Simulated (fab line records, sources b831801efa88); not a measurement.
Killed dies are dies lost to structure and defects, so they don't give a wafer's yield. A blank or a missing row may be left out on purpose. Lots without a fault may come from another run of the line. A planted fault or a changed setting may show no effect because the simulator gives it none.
Which tool did it? | flow sky130 | 15 lots, 45 wafers sampled, at 2 steps of a route of 708

WHAT THE GAUGES READ, wafer by wafer
SKY_VT_ADJUST_NCORE_TW_MEAS_11. Usual: VT_ADJUST_NCORE_TW 221.3, standard deviation 1.3.
lot  | measured     | on            | VT_ADJUST_NCORE_TW | flag
L891 | day 8 09:57  | film_metro-04 | 221.1 221.1 221.1  |
L893 | day 9 03:40  | film_metro-03 | 221.3 220.5 221.1  |
L894 | day 9 07:09  | film_metro-04 | 220.8 220.7 221.4  |
L896 | day 9 18:58  | film_metro-04 | 221.5 220.5 220.3  |
L898 | day 10 09:13 | film_metro-02 | 219.3 220.7 221.0  |
L899 | day 10 16:13 | film_metro-03 | 222.4 224.2 222.8  |
L900 | day 11 03:13 | film_metro-04 | 222.7 223.0 222.7  |
L901 | day 11 08:40 | film_metro-03 | 270.5 268.3 269.3  | OFF
L903 | day 12 00:58 | film_metro-03 | 222.4 222.4 222.8  |
L905 | day 12 14:31 | film_metro-04 | 220.3 220.4 220.9  |
L906 | day 12 21:10 | film_metro-03 | 222.7 222.2 222.2  |
L909 | day 13 18:55 | film_metro-02 | 267.5 268.5 269.9  | OFF
L911 | day 14 16:20 | film_metro-04 | 270.8 273.5 271.9  | OFF
L913 | day 15 14:57 | film_metro-03 | 221.8 223.0 221.8  |
L914 | day 16 03:45 | film_metro-02 | 220.4 219.8 220.0  |

WHICH TOOL RAN EACH LOT (tool, then ch and the chambers of the sampled wafers, then the start)
lot  | SKY_VT_ADJUST_NCORE_IMPLANT_09
L891 | implanter-01 ch 0, day 8 09:42
L893 | implanter-03 ch 0, day 9 03:25
L894 | implanter-03 ch 0, day 9 06:54
L896 | implanter-01 ch 0, day 9 18:43
L898 | implanter-01 ch 0, day 10 08:58
L899 | implanter-03 ch 0, day 10 15:59
L900 | implanter-03 ch 0, day 11 03:00
L901 | implanter-04 ch 0, day 11 08:06
L903 | implanter-03 ch 0, day 12 00:43
L905 | implanter-04 ch 0, day 12 14:16
L906 | implanter-03 ch 0, day 12 20:55
L909 | implanter-04 ch 0, day 13 18:21
L911 | implanter-04 ch 0, day 14 15:48
L913 | implanter-01 ch 0, day 15 14:42
L914 | implanter-01 ch 0, day 16 03:30
- SKY_VT_ADJUST_NCORE_IMPLANT_09

WHAT THE TOOLS THEMSELVES READ (means of the sampled wafers that have a number; where no wafer has one, the mark that the record gives instead)
SKY_VT_ADJUST_NCORE_IMPLANT_09. Usual: dose_ions_cm2 2.3995e+12, standard deviation 2.7e+09.
lot  | tool         | dose_ions_cm2 | flag
L891 | implanter-01 | 2.4005e+12    |
L893 | implanter-03 | 2.3972e+12    |
L894 | implanter-03 | 2.3982e+12    |
L896 | implanter-01 | 2.4007e+12    |
L898 | implanter-01 | 2.4000e+12    |
L899 | implanter-03 | 2.3988e+12    |
L900 | implanter-03 | 2.4020e+12    |
L901 | implanter-04 | 2.3990e+12    |
L903 | implanter-03 | 2.4026e+12    |
L905 | implanter-04 | 2.3981e+12    |
L906 | implanter-03 | 2.4006e+12    |
L909 | implanter-04 | 2.3998e+12    |
L911 | implanter-04 | 2.3981e+12    |
L913 | implanter-01 | 2.4007e+12    |
L914 | implanter-01 | 2.3967e+12    |

THE ANSWER, worked out from the rows above alone
Rule: a lot is off if the mean of its wafers that have a number lies more than 3 standard deviations from the usual mean. A lot without any number at a reading at which 4 lots or more have one is off too. The other lots that the step has rows for count as sound. The gauges are gone through in route order, then the tools' own readings, and for those a lot's mean is taken as printed above. The first step at which some lot is off is used, and at that step the reading that is off furthest; a lot without a number counts as furthest.
Off: L901, L909, L911, at SKY_VT_ADJUST_NCORE_TW_MEAS_11 (VT_ADJUST_NCORE_TW).
A tool fits if, at a process step before that reading, it ran every lot that is off, and no sound lot after the first of them. The gauges at SKY_VT_ADJUST_NCORE_TW_MEAS_11 are tried like those tools. None of those tried fits.

WHAT THE SIMULATOR HAD PUT IN
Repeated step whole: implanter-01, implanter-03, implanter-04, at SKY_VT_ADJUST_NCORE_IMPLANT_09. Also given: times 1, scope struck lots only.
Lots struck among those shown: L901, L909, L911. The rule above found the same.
